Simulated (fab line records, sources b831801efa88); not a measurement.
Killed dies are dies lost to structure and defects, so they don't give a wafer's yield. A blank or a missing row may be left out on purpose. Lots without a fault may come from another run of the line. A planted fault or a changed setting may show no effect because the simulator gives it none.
fab line records | flow gf180mcu
record lots=24 wafers=72 last_day=34
route steps=602 shown V4@494 M5@533 V5@542
lots that met no fault: from a run of the same line without faults
start_h: hours from the record's first day to the start of the lot's first wafer shown | wait_h: hours since the lot's step before | " the same as in the row above | L1.1+2: a row that stands for several wafers | - no value, or no start given | * or withheld: withheld | < > ~ a bound
route shown NAME@n: a module of which the file shows steps, and the number in the route of the first | usual: mean/standard deviation of fault-free wafers | same: alike in all rows | chamber/n: place in a boat | sites: the reading at each site | _std_site: their standard deviation | _edge_site: outer sites' mean less inner sites' | radius_mm: how far each site lies from the wafer's centre | mask NAME#n: copy n | behind: the tool/chamber that last shaped the wafer | hold: why the lot was held/for how many hours/how that ended | device: the transistor (n, p or np) that didn't switch | end of line: the same wafers' tests at the end of the route | a step without rows: its recipe alone | killed: dies lost to structure and defects at the first sort, not the wafer's yield | map: a wafer's dies, x killed, . not, _ none there
set.NAME: the setting as run; set.NAME@STEP: as run at that earlier step | model.NAME: the simulator's own value behind a step, which no gauge read
steps of the route over a sample of lots; a table a step, a row a wafer
services: from which hour (start_h, from the record's first day; less than 0 if before it) a tool's chamber was out of use, for how many hours, and why
## steps
# step GF_V4_STRIP_18
# recipe chemistry=O2/N2 power_w=1400 pressure_mtorr=1500 platen_temp_c=250 o2_flow_sccm=3000 n2_flow_sccm=300 overash_fraction=0.5
# usual drypump_motor_current_A=5.8/0.41 heater_power_w=346/31 oes_product_au=0.592/0.0047
# columns lot.wafer tool chamber start_h wait_h drypump_motor_current_A heater_power_w oes_product_au rf_hours_counter_h
L074.1 plasma_asher-03 0 564.96 - 6.1 378 0.596 94
L074.4 " 0 " " 6.1 367 0.595 -
L074.5 " 0 " " 6.1 376 0.586 -
L075.1 plasma_asher-03 1 571.18 - 5.5 332 0.588 94
L075.2 " 0 " " 6.1 373 0.592 94
L075.3 " 0 " " 6.1 377 0.585 -
L076.1 plasma_asher-04 1 591.58 - 6.6 298 0.588 78
L076.3 " 1 " " 6.6 301 0.592 -
L076.5 " 1 " " 6.6 296 0.586 -
L077.2 plasma_asher-01 1 594.21 - 5.7 324 0.586 18
L077.3 " 0 " " 5.1 405 0.587 -
L077.5 " 0 " " 5.1 407 0.591 -
L078.1 plasma_asher-04 0 599.83 - 5.8 319 0.595 79
L078.3 " 1 " " 6.6 297 0.590 -
L078.5 " 1 " " 6.6 296 0.587 -
L079.1 plasma_asher-03 0 605.06 - 6.1 379 0.593 99
L079.2 " 1 " " 5.5 339 0.593 99
L079.3 " 1 " " 5.5 336 0.593 -
L080.1 plasma_asher-03 1 619.86 - 5.5 346 0.598 101
L080.2 " 0 " " 6.1 369 0.596 101
L080.5 " 0 " " 6.1 363 0.600 -
L081.1 plasma_asher-03 1 622.82 - 5.5 336 0.598 101
L081.3 " 1 " " 5.5 343 0.590 -
L081.5 " 0 " " 6.1 365 0.596 -
L082.3 plasma_asher-03 1 635.77 - 5.5 343 0.593 -
L082.4 " 0 " " 6.1 376 0.594 -
L082.5 " 0 " " 6.1 377 0.593 -
L083.3 plasma_asher-03 0 641.05 - 6.1 371 0.593 -
L083.4 " 1 " " 5.5 345 0.587 -
L083.6 " 0 " " 6.1 375 0.587 -
L084.1 plasma_asher-03 1 646.51 - 5.5 339 0.591 104
L084.4 " 1 " " 5.5 349 0.593 -
L084.5 " 1 " " 5.5 342 0.588 -
L085.2 plasma_asher-03 1 656.87 - 5.5 346 0.594 105
L085.5 " 1 " " 5.5 335 0.594 -
L085.6 " 0 " " 6.1 366 0.586 -
L086.1 plasma_asher-03 0 663.25 - 6.1 368 0.600 106
L086.3 " 1 " " 5.5 344 0.589 -
L086.6 " 0 " " 6.1 373 0.596 -
L087.1 plasma_asher-04 0 669.22 - 5.9 321 0.578 87
L087.5 " 1 " " 6.6 294 0.590 -
L087.6 " 0 " " 5.9 317 0.591 -
L088.1 plasma_asher-01 1 679.82 - 5.7 322 0.598 28
L088.2 " 0 " " 5.1 408 0.597 28
L088.4 " 1 " " 5.7 331 0.591 -
L089.1 plasma_asher-03 0 680.93 - 6.1 369 0.593 108
L089.2 " 1 " " 5.5 338 0.590 108
L089.3 " 1 " " 5.5 340 0.589 -
L090.1 plasma_asher-04 1 686.53 - 6.6 297 0.594 89
L090.4 " 1 " " 6.6 296 0.592 -
L090.6 " 1 " " 6.6 286 0.601 -
L091.2 plasma_asher-01 0 693.53 - 5.1 410 0.596 29
L091.3 " 0 " " 5.2 403 0.581 -
L091.6 " 0 " " 5.2 406 0.594 -
L092.1 plasma_asher-04 0 700.53 - 5.8 321 0.589 90
L092.3 " 0 " " 5.9 321 0.592 -
L092.6 " 1 " " 6.6 286 0.596 -
L093.1 plasma_asher-01 0 708.81 - 5.1 413 0.593 31
L093.2 " 1 " " 5.7 328 0.590 31
L093.5 " 0 " " 5.1 405 0.594 -
L094.2 plasma_asher-03 1 714.73 - 5.5 347 0.591 111
L094.3 " 1 " " 5.6 346 0.599 -
L094.4 " 0 " " 6.1 369 0.594 -
L095.1 plasma_asher-04 0 724.67 - 5.9 322 0.594 93
L095.5 " 0 " " 5.8 327 0.596 -
L095.6 " 1 " " 6.6 291 0.589 -
L096.3 plasma_asher-03 1 725.47 - 5.5 342 0.584 -
L096.5 " 1 " " 5.5 337 0.590 -
L096.6 " 0 " " 6.1 377 0.599 -
L097.2 plasma_asher-03 0 730.17 - 6.1 382 0.594 113
L097.4 " 0 " " 6.1 391 0.595 -
L097.5 " 0 " " 6.1 373 0.581 -
# step GF_V4_SPUTTER_22
# recipe material=TiN target_thk_nm=10 chamber_pressure_pa=5 power_w=4000 time_s=40
# usual cathode_dc_power_W=3999.9/0.67 chamber_pressure_pa=4.997/0.0099 throttle_valve_pct=29.9/1.5
# columns lot.wafer tool chamber start_h wait_h cathode_dc_power_W chamber_pressure_pa throttle_valve_pct
L074.1 pvd_sputter-04 - 565.56 0.0 4001.3 4.994 30.8
L074.4 " - " " 4000.7 4.991 29.7
L074.5 " - " " 3999.4 4.988 30.9
L075.1 pvd_sputter-01 - 571.78 0.0 3999.2 5.004 30.9
L075.2 " - " " 4001.0 5.002 26.5
L075.3 " - " " 3999.6 5.001 27.8
L076.1 pvd_sputter-03 - 592.19 0.0 3999.4 5.009 28.5
L076.3 " - " " 4001.2 4.986 31.9
L076.5 " - " " 3999.3 4.991 31.0
L077.2 pvd_sputter-04 - 594.82 0.0 3999.5 4.993 31.2
L077.3 " - " " 4000.6 4.993 29.9
L077.5 " - " " 4000.7 4.980 29.9
L078.1 pvd_sputter-01 - 600.46 0.0 3998.6 4.987 27.8
L078.3 " - " " 4000.6 4.996 29.1
L078.5 " - " " 3999.9 4.981 29.0
L079.1 pvd_sputter-01 - 605.67 0.0 3999.6 4.995 28.6
L079.2 " - " " 3999.3 4.979 27.8
L079.3 " - " " 4000.1 4.997 30.9
L080.1 pvd_sputter-03 - 620.48 0.0 3999.4 5.009 30.6
L080.2 " - " " 3999.7 5.001 28.7
L080.5 " - " " 4000.3 5.001 31.9
L081.1 pvd_sputter-04 - 623.43 0.0 3999.9 4.994 31.0
L081.3 " - " " 3999.8 4.989 29.9
L081.5 " - " " 4000.1 5.022 30.9
L082.3 pvd_sputter-03 - 636.34 0.0 3999.7 4.999 31.8
L082.4 " - " " 3999.0 5.003 32.0
L082.5 " - " " 4001.4 5.001 28.2
L083.3 pvd_sputter-04 - 641.61 0.0 4000.6 4.999 31.0
L083.4 " - " " 3999.4 4.994 29.7
L083.6 " - " " 4000.1 4.988 30.1
L084.1 pvd_sputter-01 - 647.14 0.0 3999.7 4.991 31.0
L084.4 " - " " 4000.3 4.993 27.8
L084.5 " - " " 4000.3 4.993 29.0
L085.2 pvd_sputter-04 - 657.46 0.0 4000.3 5.012 31.1
L085.5 " - " " 4000.3 4.984 31.1
L085.6 " - " " 3999.2 5.003 29.6
L086.1 pvd_sputter-01 - 663.84 0.0 4000.3 5.003 27.6
L086.3 " - " " 4000.1 4.998 26.5
L086.6 " - " " 3999.1 5.002 31.0
L087.1 pvd_sputter-03 - 670.16 0.0 3999.9 5.006 30.9
L087.5 " - " " 3999.3 5.000 30.5
L087.6 " - " " 4000.2 5.005 28.3
L088.1 pvd_sputter-03 - 680.41 0.0 4000.9 4.987 31.3
L088.2 " - " " 3999.9 4.995 30.8
L088.4 " - " " 4001.1 5.008 32.0
L089.1 pvd_sputter-01 - 681.53 0.0 3999.1 4.988 30.6
L089.2 " - " " 3999.8 4.996 28.9
L089.3 " - " " 3999.3 4.996 26.6
L090.1 pvd_sputter-03 - 687.13 0.0 4001.7 4.987 28.5
L090.4 " - " " 4001.2 5.000 31.8
L090.6 " - " " 3999.8 4.991 32.1
L091.2 pvd_sputter-03 - 694.12 0.0 4000.3 4.961 28.9
L091.3 " - " " 3999.9 4.990 30.8
L091.6 " - " " 4001.0 5.003 30.9
L092.1 pvd_sputter-04 - 701.13 0.0 3999.9 5.014 31.0
L092.3 " - " " 3999.3 5.010 30.8
L092.6 " - " " 3999.1 5.002 29.7
L093.1 pvd_sputter-03 - 709.41 0.0 3999.3 4.987 28.3
L093.2 " - " " 4001.3 4.986 32.0
L093.5 " - " " 3999.3 5.007 31.9
L094.2 pvd_sputter-01 - 715.33 0.0 3999.6 4.992 26.8
L094.3 " - " " 4001.0 5.004 29.0
L094.4 " - " " 3999.4 4.995 30.9
L095.1 pvd_sputter-01 - 725.26 0.0 3999.9 4.972 31.0
L095.5 " - " " 3999.6 5.002 30.8
L095.6 " - " " 4000.8 4.987 26.5
L096.3 pvd_sputter-04 - 726.07 0.0 3999.7 5.007 29.8
L096.5 " - " " 3998.6 5.010 31.0
L096.6 " - " " 4000.4 5.004 29.7
L097.2 pvd_sputter-04 - 730.80 0.0 4000.6 5.008 30.2
L097.4 " - " " 3999.5 4.988 29.9
L097.5 " - " " 3999.5 4.984 30.7
# step GF_V4_RS_MEAS_24
# recipe thk_meas_gauge=four-point-probe reads=W_of_V4_CVD_23+TiN_of_V4_SPUTTER_22+Ti_of_V4_SPUTTER_21
# usual V4_W_RS=0.325/0.0037
# columns lot.wafer tool chamber start_h wait_h V4_W_RS[ohm/sq]
L074.1 film_metro-03 - 565.71 0.1 0.332
L074.4 " - " " 0.331
L074.5 " - " " 0.330
L075.1 film_metro-03 - 571.93 0.1 0.322
L075.2 " - " " 0.324
L075.3 " - " " 0.328
L076.1 film_metro-04 - 592.34 0.1 0.328
L076.3 " - " " 0.320
L076.5 " - " " 0.331
L077.2 film_metro-02 - 595.10 0.2 0.323
L077.3 " - " " 0.326
L077.5 " - " " 0.324
L078.1 film_metro-03 - 600.61 0.1 0.328
L078.3 " - " " 0.326
L078.5 " - " " 0.324
L079.1 film_metro-03 - 605.82 0.1 0.322
L079.2 " - " " 0.324
L079.3 " - " " 0.319
L080.1 film_metro-03 - 620.63 0.1 0.328
L080.2 " - " " 0.327
L080.5 " - " " 0.326
L081.1 film_metro-02 - 623.58 0.1 0.324
L081.3 " - " " 0.329
L081.5 " - " " 0.324
L082.3 film_metro-04 - 636.53 0.1 0.324
L082.4 " - " " 0.326
L082.5 " - " " 0.324
L083.3 film_metro-03 - 641.80 0.1 0.326
L083.4 " - " " 0.326
L083.6 " - " " 0.327
L084.1 film_metro-03 - 647.29 0.1 0.327
L084.4 " - " " 0.328
L084.5 " - " " 0.323
L085.2 film_metro-02 - 657.64 0.1 0.322
L085.5 " - " " 0.322
L085.6 " - " " 0.327
L086.1 film_metro-04 - 663.99 0.1 0.321
L086.3 " - " " 0.327
L086.6 " - " " 0.329
L087.1 film_metro-04 - 670.31 0.1 0.325
L087.5 " - " " 0.326
L087.6 " - " " 0.326
L088.1 film_metro-04 - 680.57 0.1 0.326
L088.2 " - " " 0.331
L088.4 " - " " 0.327
L089.1 film_metro-03 - 681.78 0.1 0.326
L089.2 " - " " 0.329
L089.3 " - " " 0.329
L090.1 film_metro-04 - 687.28 0.1 0.320
L090.4 " - " " 0.321
L090.6 " - " " 0.321
L091.2 film_metro-04 - 694.29 0.1 0.325
L091.3 " - " " 0.323
L091.6 " - " " 0.321
L092.1 film_metro-04 - 701.28 0.1 0.315
L092.3 " - " " 0.322
L092.6 " - " " 0.317
L093.1 film_metro-02 - 709.56 0.1 0.325
L093.2 " - " " 0.324
L093.5 " - " " 0.327
L094.2 film_metro-03 - 715.50 0.1 0.330
L094.3 " - " " 0.329
L094.4 " - " " 0.329
L095.1 film_metro-02 - 725.42 0.1 0.323
L095.5 " - " " 0.327
L095.6 " - " " 0.323
L096.3 film_metro-03 - 726.26 0.1 0.320
L096.5 " - " " 0.319
L096.6 " - " " 0.319
L097.2 film_metro-03 - 730.97 0.1 0.329
L097.4 " - " " 0.327
L097.5 " - " " 0.335
# step GF_M5_CD_MEAS_07
# recipe target_cd_nm=280
# usual cd_nm=280.3/1
# columns lot.wafer tool chamber start_h wait_h cd_nm
L074.1 cd_sem-01 - 610.34 0.1 279.9
L074.4 " - " " 280.1
L074.5 " - " " 280.0
L075.1 cd_sem-02 - 615.48 0.1 279.0
L075.2 " - " " 278.7
L075.3 " - " " 278.9
L076.1 cd_sem-01 - 633.89 0.1 280.8
L076.3 " - " " 281.8
L076.5 " - " " 281.5
L077.2 cd_sem-01 - 637.35 0.1 278.9
L077.3 " - " " 280.7
L077.5 " - " " 280.4
L078.1 cd_sem-02 - 642.73 0.1 280.3
L078.3 " - " " 280.6
L078.5 " - " " 280.5
L079.1 cd_sem-01 - 647.58 0.1 278.8
L079.2 " - " " 279.2
L079.3 " - " " 279.4
L080.1 cd_sem-01 - 661.53 0.1 279.3
L080.2 " - " " 279.8
L080.5 " - " " 279.9
L081.1 cd_sem-02 - 664.48 0.1 279.1
L081.3 " - " " 280.4
L081.5 " - " " 279.7
L082.3 cd_sem-02 - 676.42 0.1 279.4
L082.4 " - " " 280.7
L082.5 " - " " 280.5
L083.3 cd_sem-02 - 682.22 0.1 281.9
L083.4 " - " " 281.4
L083.6 " - " " 281.4
L084.1 cd_sem-02 - 687.43 0.1 279.7
L084.4 " - " " 280.1
L084.5 " - " " 279.7
L085.2 cd_sem-01 - 696.45 0.1 281.3
L085.5 " - " " 282.3
L085.6 " - " " 281.4
L086.1 cd_sem-01 - 702.93 0.1 278.6
L086.3 " - " " 279.4
L086.6 " - " " 280.0
L087.1 cd_sem-02 - 709.18 0.1 281.2
L087.5 " - " " 281.4
L087.6 " - " " 280.0
L088.1 cd_sem-01 - 718.28 0.1 279.4
L088.2 " - " " 280.0
L088.4 " - " " 278.6
L089.1 cd_sem-02 - 718.98 0.1 279.2
L089.2 " - " " 280.6
L089.3 " - " " 280.1
L090.1 cd_sem-02 - 725.78 0.1 281.1
L090.4 " - " " 281.3
L090.6 " - " " 280.5
L091.2 cd_sem-02 - 731.95 0.1 282.0
L091.3 " - " " 280.3
L091.6 " - " " 280.5
L092.1 cd_sem-02 - 737.68 0.1 281.1
L092.3 " - " " 280.4
L092.6 " - " " 280.9
L094.2 cd_sem-02 - 751.25 0.1 279.3
L094.3 " - " " 279.7
L094.4 " - " " 280.3
L093.1 cd_sem-01 - 751.88 0.1 279.7
L093.2 " - " " 279.4
L093.5 " - " " 280.0
L095.1 cd_sem-02 - 760.38 0.1 281.5
L095.5 " - " " 282.4
L095.6 " - " " 281.0
L096.3 cd_sem-01 - 761.12 0.1 280.9
L096.5 " - " " 280.0
L096.6 " - " " 279.8
L097.2 cd_sem-01 - 766.10 0.1 282.0
L097.4 " - " " 281.2
L097.5 " - " " 281.5
# step GF_M5_STRIP_11
# recipe chemistry=O2/N2 power_w=1400 pressure_mtorr=1500 platen_temp_c=250 o2_flow_sccm=3000 n2_flow_sccm=300 overash_fraction=0.5
# usual drypump_motor_current_A=5.9/0.52 heater_power_w=325/30 oes_product_au=0.524/0.0053 strip_time_to_endpoint_s=7.06/0.057
# columns lot.wafer tool chamber start_h wait_h drypump_motor_current_A heater_power_w oes_product_au rf_hours_counter_h strip_time_to_endpoint_s
L074.1 plasma_asher-04 0 610.64 0.1 5.9 321 0.528 81 7.03
L074.4 " 0 " " 5.9 326 0.511 - 7.00
L074.5 " 0 " " 5.9 321 0.520 - 6.98
L075.1 plasma_asher-02 0 615.79 0.1 6.2 348 0.522 52 7.06
L075.2 " 1 " " 5.2 318 0.516 52 7.03
L075.3 " 0 " " 6.2 356 0.520 - 6.98
L076.1 plasma_asher-04 0 634.19 0.1 5.8 330 0.520 83 7.06
L076.3 " 0 " " 5.8 314 0.525 - 7.07
L076.5 " 1 " " 6.6 293 0.525 - 7.11
L077.2 plasma_asher-01 0 637.64 0.1 5.1 397 0.510 22 6.98
L077.3 " 1 " " 5.7 315 0.520 - 7.04
L077.5 " 0 " " 5.1 409 0.525 - 7.03
L078.1 plasma_asher-04 1 643.04 0.1 6.6 295 0.533 84 7.05
L078.3 " 0 " " 5.8 326 0.524 - 7.05
L078.5 " 0 " " 5.8 314 0.522 - 7.06
L079.1 plasma_asher-04 1 647.89 0.1 6.6 297 0.517 85 7.11
L079.2 " 0 " " 5.8 324 0.533 85 7.11
L079.3 " 1 " " 6.6 287 0.523 - 7.16
L080.1 plasma_asher-02 1 661.84 0.1 5.2 309 0.517 54 7.05
L080.2 " 0 " " 6.2 346 0.521 54 7.00
L080.5 " 1 " " 5.2 322 0.520 - 7.05
L081.1 plasma_asher-04 1 664.80 0.1 6.6 297 0.521 87 7.01
L081.3 " 1 " " 6.6 296 0.519 - 7.04
L081.5 " 1 " " 6.6 293 0.525 - 6.98
L082.3 plasma_asher-02 1 676.72 0.1 5.2 321 0.520 - 7.14
L082.4 " 0 " " 6.2 339 0.528 - 7.10
L082.5 " 0 " " 6.2 337 0.534 - 7.15
L083.3 plasma_asher-01 0 682.52 0.1 5.1 401 0.524 - 7.01
L083.4 " 1 " " 5.7 325 0.521 - 7.05
L083.6 " 0 " " 5.1 411 0.518 - 7.01
L084.1 plasma_asher-02 0 687.74 0.1 6.2 347 0.519 57 7.04
L084.4 " 0 " " 6.2 341 0.526 - 7.12
L084.5 " 1 " " 5.2 321 0.523 - 7.10
L085.2 plasma_asher-04 0 696.88 0.2 5.8 324 0.523 90 7.05
L085.5 " 0 " " 5.8 324 0.530 - 7.04
L085.6 " 1 " " 6.6 293 0.524 - 6.99
L086.1 plasma_asher-04 0 703.28 0.1 5.9 314 0.529 91 7.17
L086.3 " 0 " " 5.9 322 0.524 - 7.05
L086.6 " 1 " " 6.6 285 0.525 - 7.15
L087.1 plasma_asher-02 1 709.49 0.1 5.2 326 0.525 59 7.16
L087.5 " 0 " " 6.2 339 0.535 - 7.21
L087.6 " 1 " " 5.2 327 0.525 - 7.09
L088.1 plasma_asher-04 1 718.72 0.2 6.6 286 0.525 92 7.04
L088.2 " 0 " " 5.9 319 0.517 92 7.04
L088.4 " 1 " " 6.6 285 0.517 - 7.00
L089.1 plasma_asher-02 1 719.29 0.1 5.2 325 0.533 60 7.12
L089.2 " 0 " " 6.2 344 0.528 60 6.98
L089.3 " 1 " " 5.2 324 0.523 - 7.11
L090.1 plasma_asher-04 0 726.09 0.1 5.9 320 0.523 93 7.08
L090.4 " 0 " " 5.8 322 0.532 - 7.08
L090.6 " 0 " " 5.8 327 0.525 - 7.08
L091.2 plasma_asher-01 1 732.24 0.1 5.7 326 0.526 34 7.01
L091.3 " 0 " " 5.1 397 0.535 - 7.13
L091.6 " 0 " " 5.2 411 0.519 - 7.02
L092.1 plasma_asher-02 1 737.99 0.1 5.2 310 0.516 62 7.00
L092.3 " 0 " " 6.2 342 0.523 - 7.13
L092.6 " 1 " " 5.2 316 0.522 - 7.09
L094.2 plasma_asher-04 0 751.54 0.1 5.8 328 0.523 96 7.02
L094.3 " 1 " " 6.6 290 0.525 - 7.03
L094.4 " 0 " " 5.9 314 0.517 - 6.96
L093.1 plasma_asher-04 1 752.19 0.1 6.6 294 0.531 96 7.15
L093.2 " 0 " " 5.8 325 0.527 96 7.05
L093.5 " 1 " " 6.6 292 0.522 - 7.02
L095.1 plasma_asher-01 1 760.69 0.1 5.7 323 0.521 37 7.10
L095.5 " 1 " " 5.7 332 0.523 - 7.06
L095.6 " 0 " " 5.1 402 0.533 - 7.10
L096.3 plasma_asher-02 1 761.42 0.1 5.3 320 0.528 - 7.15
L096.5 " 0 " " 6.2 348 0.528 - 7.09
L096.6 " 1 " " 5.2 319 0.534 - 7.18
L097.2 plasma_asher-04 0 766.51 0.2 5.8 324 0.527 98 7.04
L097.4 " 0 " " 5.9 315 0.524 - 7.01
L097.5 " 0 " " 5.9 323 0.522 - 6.99
# step GF_V5_CVD_02
# recipe material=SiO2 target_thk_nm=1450 precursor=TEOS temp_c=400 time_s=163.28 rf_w=600
# usual heater_power_w=668/88
# columns lot.wafer tool chamber start_h wait_h heater_power_w
L074.1 pecvd-01 1 611.31 0.1 562
L074.4 " 2 " " 640
L074.5 " 1 " " 664
L075.1 pecvd-01 0 616.46 0.1 840
L075.2 " 2 " " 669
L075.3 " 1 " " 607
L076.1 pecvd-03 1 635.18 0.1 657
L076.3 " 2 " " 614
L076.5 " 1 " " 732
L077.2 pecvd-01 0 638.27 0.0 706
L077.3 " 1 " " 701
L077.5 " 2 " " 799
L078.1 pecvd-03 1 643.68 0.1 571
L078.3 " 2 " " 550
L078.5 " 0 " " 636
L079.1 pecvd-03 1 648.53 0.1 704
L079.2 " 2 " " 657
L079.3 " 0 " " 677
L080.1 pecvd-01 1 662.48 0.1 664
L080.2 " 0 " " 799
L080.5 " 1 " " 545
L081.1 pecvd-01 2 665.78 0.1 764
L081.3 " 1 " " 623
L081.5 " 2 " " 641
L082.3 pecvd-03 0 677.36 0.0 683
L082.4 " 1 " " 563
L082.5 " 2 " " 652
L083.3 pecvd-04 1 683.13 0.0 574
L083.4 " 1 " " 626
L083.6 " 2 " " 612
L084.1 pecvd-01 0 688.37 0.1 720
L084.4 " 1 " " 677
L084.5 " 0 " " 797
L085.2 pecvd-01 0 697.52 0.0 836
L085.5 " 2 " " 803
L085.6 " 0 " " 678
L086.1 pecvd-01 0 703.96 0.1 816
L086.3 " 2 " " 799
L086.6 " 1 " " 548
L087.1 pecvd-04 1 710.30 0.1 617
L087.5 " 2 " " 748
L087.6 " 1 " " 511
L088.1 pecvd-04 2 719.36 0.1 730
L088.2 " 0 " " 536
L088.4 " 2 " " 611
L089.1 pecvd-03 1 719.96 0.1 649
L089.2 " 2 " " 670
L089.3 " 0 " " 716
L090.1 pecvd-01 2 726.75 0.1 701
L090.4 " 2 " " 759
L090.6 " 1 " " 654
L091.2 pecvd-04 0 732.87 0.0 620
L091.3 " 1 " " 622
L091.6 " 0 " " 476
L092.1 pecvd-04 1 738.63 0.1 611
L092.3 " 2 " " 737
L092.6 " 1 " " 640
L094.2 pecvd-03 0 752.18 0.0 807
L094.3 " 2 " " 689
L094.4 " 1 " " 689
L093.1 pecvd-01 1 752.87 0.1 586
L093.2 " 0 " " 793
L093.5 " 1 " " 663
L095.1 pecvd-04 0 761.67 0.1 598
L095.5 " 2 " " 614
L095.6 " 1 " " 523
L096.3 pecvd-03 2 762.37 0.0 591
L096.5 " 2 " " 670
L096.6 " 0 " " 638
L097.2 pecvd-04 0 767.15 0.0 598
L097.4 " 1 " " 608
L097.5 " 0 " " 481
## services
# columns tool chamber start_h hours kind
pvd_sputter-03 - 548.91 1.0 repair
pvd_sputter-04 - 554.22 10.8 repair
pecvd-03 0 554.65 5.0 repair
plasma_asher-02 - 563.75 14.6 pm
pvd_sputter-03 - 576.12 0.5 repair
pecvd-03 2 578.00 3.5 repair
plasma_asher-02 - 582.08 3.6 repair
plasma_asher-02 - 586.38 8.7 repair
plasma_asher-02 - 588.56 0.6 repair
pecvd-01 - 591.12 14.0 pm
pecvd-03 - 604.42 3.7 repair
plasma_asher-02 - 630.87 28.1 pm
pecvd-04 - 648.63 0.9 repair
plasma_asher-03 - 678.11 2.8 repair
pecvd-03 - 690.93 14.6 pm
pecvd-03 - 708.44 1.3 repair
pvd_sputter-04 - 710.56 6.9 repair
plasma_asher-01 - 720.25 0.6 repair
pecvd-04 - 725.44 2.8 pm
plasma_asher-03 - 733.75 9.0 pm
plasma_asher-04 - 736.82 1.7 repair
pecvd-01 0 760.42 6.0 repair
pecvd-03 - 765.55 1.8 repair
pvd_sputter-03 - 766.07 4.1 repair
## key
fault none
